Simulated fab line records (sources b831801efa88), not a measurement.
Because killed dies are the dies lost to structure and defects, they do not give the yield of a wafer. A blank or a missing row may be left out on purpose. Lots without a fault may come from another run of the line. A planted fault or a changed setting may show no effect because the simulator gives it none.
Struck lot and sound lot, side by side | flow sfq line | 13 out of 325 route steps
Sound: the wafers L106.1, L106.3, L106.4. Struck: wafers L111.3, L111.6. (L111.4 of the same lot was not struck and is left out.) The cause comes at the end.
Per side, at each step with rows, come the tool, then ch with its chambers, and then its first start. Under that, the readings that differ: sound wafers | struck wafers | difference of the means | sigmas: that difference in standard deviations of wafers without a fault.
alike: same words and numbers on both sides, and readings whose means sit less than 2 such deviations apart. not compared: any withheld reading, any reading some wafer has no value for, any bound like >300 that may hide the same value, and any number with overlapping values for which the record gives no deviation.
Wherever a step has rows on one side only, a row that says differs or no value, or a row with sigmas, the two part there. Non-overlapping numbers with no deviation appear without sigmas and do not part them. A reading missing from all wafers of one side parts the sides only when that side holds two or more wafers.

SFQ_TRILAYER_M6_DEP_SPUTTER_157: material Nb, target thk 200 nm, time 133.3 s.
  sound on pvd sputter-06 at day 72 07:19; struck on pvd sputter-06 at day 73 10:38
  alike: throttle valve pct
SFQ_M6_RS_MEAS_938: uses a four-point probe to measure.
  sound on film metro-04 at day 72 07:25; struck on film metro-03 at day 73 10:46
  alike: M6_NB_RS
then, 6 steps without rows for these wafers: SFQ_TRILAYER_M6_LITHO_COAT_164 (resist thk 62 nm); SFQ_TRILAYER_M6_LITHO_COAT_159 (resist thk 600 nm); SFQ_TRILAYER_M6_LITHO_SOFTBAKE_163; SFQ_TRILAYER_M6_LITHO_EXPOSE_160 (exposes mask M6, target cd 500 nm); SFQ_TRILAYER_M6_LITHO_PEB_162 (peb time 60 s); SFQ_TRILAYER_M6_LITHO_DEVELOP_161 (time 60 s).
-- the record jumps here: 5 days lie between the struck wafers' starts before and after --
SFQ_M6_OVL_MEAS_940:
  sound on overlay-02 at day 76 23:49; struck on overlay-02 at day 78 08:35
  alike: M6_OVL
SFQ_TRILAYER_M6_BARC_OPEN_METAL_ETCH_206: etches BARC in O2, target depth 125 nm, time 41.7 s.
  sound on rie metal-04 ch 1, day 76 23:51; struck on rie metal-04 ch 1, day 78 08:38
  alike: bias w, drypump motor current A, oes product au
  not compared: rf hours counter h
SFQ_TRILAYER_M6_ETCH_METAL_ETCH_162: etches Nb in Cl2/Ar, stops on SiO2, target depth 240 nm, time 120 s.
  sound on rie metal-04 ch 1, day 76 23:58; struck on rie metal-04 ch 1, day 78 08:43
  alike: bias w, drypump motor current A, oes product au
  not compared: rf hours counter h
SFQ_TRILAYER_M6_STRIP_STRIP_163: strips in O2.
  sound on rie metal-04 ch 1, day 77 00:13; struck on rie metal-04 ch 1, day 78 09:00
  reading          | sound          | struck    | difference | sigmas
  overash fraction | 0.65 0.65 0.65 | 0.39 0.39 | -0.26      |
  alike: drypump motor current A, oes product au
  not compared: rf hours counter h
then, 1 step without rows for these wafers: SFQ_TRILAYER_M6_STRIP_SOLV_CLEAN_164 (cleans in NMP, time 600 s).

WHERE THEY PART
Nowhere in this record.

WHY: what had been put in by the simulator
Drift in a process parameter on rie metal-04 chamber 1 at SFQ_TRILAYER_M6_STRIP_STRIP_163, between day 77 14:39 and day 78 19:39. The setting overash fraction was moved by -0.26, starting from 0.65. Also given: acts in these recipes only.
